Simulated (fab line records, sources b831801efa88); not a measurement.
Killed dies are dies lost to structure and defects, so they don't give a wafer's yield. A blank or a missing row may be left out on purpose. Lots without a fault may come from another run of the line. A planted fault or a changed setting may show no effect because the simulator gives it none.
Which tool did it? | flow gf180mcu | 13 lots, 39 wafers sampled, at 3 steps of a route of 602

WHAT THE GAUGES READ, wafer by wafer
GF_V1_BOW_MEAS_05.
lot  | measured     | on            | V1_BOW (um)
L838 | day 17 16:40 | film_metro-03 | 76 78 89
L841 | day 18 14:18 | film_metro-03 | 85 85 96
L842 | day 18 23:43 | film_metro-04 | 71 88 86
L845 | day 19 21:04 | film_metro-04 | 74 77 84
L846 | day 20 04:41 | film_metro-01 | 70 81 93
L847 | day 20 08:11 | film_metro-04 | 77 84 82
L849 | day 21 12:49 | film_metro-01 | 89 82 96
L852 | day 22 07:28 | film_metro-03 | 76 81 79
L855 | day 23 13:29 | film_metro-04 | 75 74 75
L857 | day 24 04:10 | film_metro-03 | 76 87 81
L859 | day 24 18:10 | film_metro-03 | 91 87 83
L860 | day 25 00:37 | film_metro-04 | 72 95 100
L861 | day 25 06:36 | film_metro-01 | 77 84 73

WHICH TOOL RAN EACH LOT (tool, then ch and the chambers of the sampled wafers, then the start)
lot  | GF_CONTACT_ETCH_16                 | GF_M1_DEVELOP_13
L838 | rie_diel-01 ch 0,3, day 16 15:25   | litho_track-04 ch 0, day 17 15:09
L841 | rie_diel-01 ch 2,3, day 17 12:12   | litho_track-02 ch 0, day 18 12:47
L842 | rie_diel-01 ch 1,3, day 17 21:12   | litho_track-04 ch 0, day 18 22:12
L845 | rie_diel-01 ch 0,1,3, day 18 17:27 | litho_track-02 ch 0, day 19 19:26
L846 | rie_diel-01 ch 0,1, day 19 01:40   | litho_track-02 ch 0, day 20 03:04
L847 | rie_diel-01 ch 1,3, day 19 05:13   | litho_track-03 ch 0, day 20 06:37
L849 | rie_diel-01 ch 0,2, day 20 10:06   | litho_track-03 ch 0, day 21 11:18
L852 | rie_diel-03 ch 0,1,2, day 21 05:09 | litho_track-03 ch 0, day 22 05:54
L855 | rie_diel-01 ch 1,3, day 22 11:10   | litho_track-03 ch 0, day 23 11:58
L857 | rie_diel-04 ch 1,2,3, day 23 01:48 | litho_track-03 ch 0, day 24 02:39
L859 | rie_diel-01 ch 2,3, day 23 17:24   | litho_track-04 ch 0, day 24 16:39
L860 | rie_diel-01 ch 0,1,2, day 23 22:15 | litho_track-02 ch 0, day 24 21:34
L861 | rie_diel-03 ch 0,1,2, day 24 06:06 | litho_track-04 ch 0, day 25 05:03
- GF_CONTACT_ETCH_16: etches BARC in N2/H2.
- GF_M1_DEVELOP_13: develop time 60 s.

WHAT THE TOOLS THEMSELVES READ (means of the sampled wafers that have a number; where no wafer has one, the mark that the record gives instead)
GF_CONTACT_ETCH_16.
lot  | tool        | drypump_motor_current_A (A) | h2_flow_sccm (sccm) | oes_product_au (a.u.) | throttle_valve_pct (%)
L838 | rie_diel-01 | 5.4                         | 198.9               | 0.862                 | 13.227
L841 | rie_diel-01 | 5.3                         | 200.3               | 0.847                 | 13.222
L842 | rie_diel-01 | 6.2                         | 199.3               | 0.859                 | 13.230
L845 | rie_diel-01 | 5.8                         | 200.3               | 0.855                 | 13.216
L846 | rie_diel-01 | 5.4                         | 199.8               | 0.852                 | 13.227
L847 | rie_diel-01 | 6.2                         | 199.9               | 0.851                 | 13.225
L849 | rie_diel-01 | 5.0                         | 199.9               | 0.854                 | 13.226
L852 | rie_diel-03 | 5.2                         | 199.8               | 0.852                 | 13.221
L855 | rie_diel-01 | 6.2                         | 200.0               | 0.858                 | 13.225
L857 | rie_diel-04 | 6.3                         | 200.1               | 0.852                 | 13.226
L859 | rie_diel-01 | 5.3                         | 200.8               | 0.853                 | 13.227
L860 | rie_diel-01 | 5.4                         | 200.6               | 0.853                 | 13.222
L861 | rie_diel-03 | 5.1                         | 199.8               | 0.854                 | 13.220

GF_M1_DEVELOP_13.
lot  | tool           | developer_temp_C (C)
L838 | litho_track-04 | 20.93
L841 | litho_track-02 | 21.19
L842 | litho_track-04 | 21.08
L845 | litho_track-02 | 20.99
L846 | litho_track-02 | 20.96
L847 | litho_track-03 | 20.99
L849 | litho_track-03 | 21.09
L852 | litho_track-03 | 21.72
L855 | litho_track-03 | 21.86
L857 | litho_track-03 | 21.87
L859 | litho_track-04 | 20.98
L860 | litho_track-02 | 20.96
L861 | litho_track-04 | 20.93

THE ANSWER, worked out from the rows above alone
Rule: what is usual is taken from the lots themselves. Put in order of their means at a reading, lots are off if they are a third of the lots or fewer, leave a main group of 4 or more, and stand apart from it by a gap of 3 or more times the standard deviation of the main group's means; of several such gaps the widest counts. A main group whose means are all the same, to the digits that the tables above print for the reading, isn't used. A lot without any number at a reading at which 4 lots or more have one is off too. The other lots that the step has rows for count as sound. The gauges are gone through in route order, then the tools' own readings, and for those a lot's mean is taken as printed above. The first step at which some lot is off is used, and at that step the reading that is off furthest; a lot without a number counts as furthest.
Off: L852, L855, L857, at GF_M1_DEVELOP_13 (developer_temp_C). The main group: mean 21.01 C, standard deviation 0.079.
A tool fits if, at that step or a process step before it, it ran every lot that is off, and no sound lot after the first of them. One fits: litho_track-03 at GF_M1_DEVELOP_13. Its last sound lot is L849 (day 21 11:18), its first lot that is off L852 (day 22 05:54): a fault that began between those two fits.
The tool's own readings at GF_M1_DEVELOP_13 bear it out: on the lots that are off they differ by more than 5 times the standard deviation of the sound lots' means. developer_temp_C reads 21.82 C there against 21.01 C on the sound lots.

WHAT THE SIMULATOR HAD PUT IN
Process parameter drift: litho_track-03, from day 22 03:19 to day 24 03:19, at GF_M1_DEVELOP_13. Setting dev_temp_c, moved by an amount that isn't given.
Lots struck among those shown: L852, L855, L857. The rule above found the same.
